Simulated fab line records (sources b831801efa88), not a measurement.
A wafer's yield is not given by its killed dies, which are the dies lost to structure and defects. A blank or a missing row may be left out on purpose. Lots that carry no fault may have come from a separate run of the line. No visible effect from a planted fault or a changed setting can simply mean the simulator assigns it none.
Which tool was responsible? | flow sfq line | 21 wafers from 7 lots sampled at 2 of the route's 325 steps

WHAT THE GAUGES READ, wafer by wafer
SFQ_M0_RS_MEAS_904: uses a four-point probe to measure.
lot  | measured     | on            | M0_NB_RS (ohm/sq)
L611 | day 9 16:10  | film metro-03 | 0.883 0.892 0.886
L613 | day 10 11:23 | film metro-03 | 0.885 0.885 0.875
L616 | day 11 05:32 | film metro-03 | 1.047 1.071 0.884
L621 | day 12 13:48 | film metro-04 | 0.883 0.874 0.887
L623 | day 12 20:15 | film metro-03 | 0.882 0.885 0.891
L625 | day 13 16:40 | film metro-04 | 0.899 0.896 0.896
L627 | day 15 01:35 | film metro-03 | 0.892 0.897 0.882

EACH LOT AND THE TOOL THAT RAN IT (in order: tool; ch and the chambers of the sampled wafers; start)
lot  | SFQ_TRILAYER_M0_DEP_SPUTTER_019
L611 | pvd sputter-05, day 9 16:04
L613 | pvd sputter-03, day 10 11:17
L616 | pvd sputter-04, day 11 05:26
L621 | pvd sputter-03, day 12 13:40
L623 | pvd sputter-05, day 12 20:10
L625 | pvd sputter-05, day 13 16:34
L627 | pvd sputter-05, day 15 01:28
- SFQ_TRILAYER_M0_DEP_SPUTTER_019: material Nb, target thk 200 nm, time 133.3 s.

THE ANSWER, worked out from the rows above alone
Rule: the lots themselves supply what counts as usual. The widest of any qualifying gaps counts: lots, ordered by their means at a reading, are off when they make up no more than a third of the lots, leave a main group of 4 or more, and stand apart from it by 3 or more times the standard deviation of that group's means. The tables above print the reading to a certain number of digits; a main group whose means all agree to those digits is not used. A lot without any number at a reading at which 4 lots or more have one is off too. The other lots that the step has rows for count as sound.
Off: L616, at SFQ_M0_RS_MEAS_904 (M0_NB_RS). The main group has a mean of 0.887 ohm/sq with a standard deviation of 0.0054.
A tool fits if, at a process step before that reading, it ran every lot that is off, and no sound lot after the first of them. Those tools and the gauges at SFQ_M0_RS_MEAS_904 are tried in the same way. One fits: SFQ_TRILAYER_M0_DEP_SPUTTER_019 on pvd sputter-04. It ran no sound lot before its first lot that is off in this sample, so the start can't be narrowed down.

WHAT HAD BEEN PUT IN BY THE SIMULATOR
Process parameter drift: pvd sputter-04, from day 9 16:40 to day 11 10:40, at SFQ_TRILAYER_M0_DEP_SPUTTER_019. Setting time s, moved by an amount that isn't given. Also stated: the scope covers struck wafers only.
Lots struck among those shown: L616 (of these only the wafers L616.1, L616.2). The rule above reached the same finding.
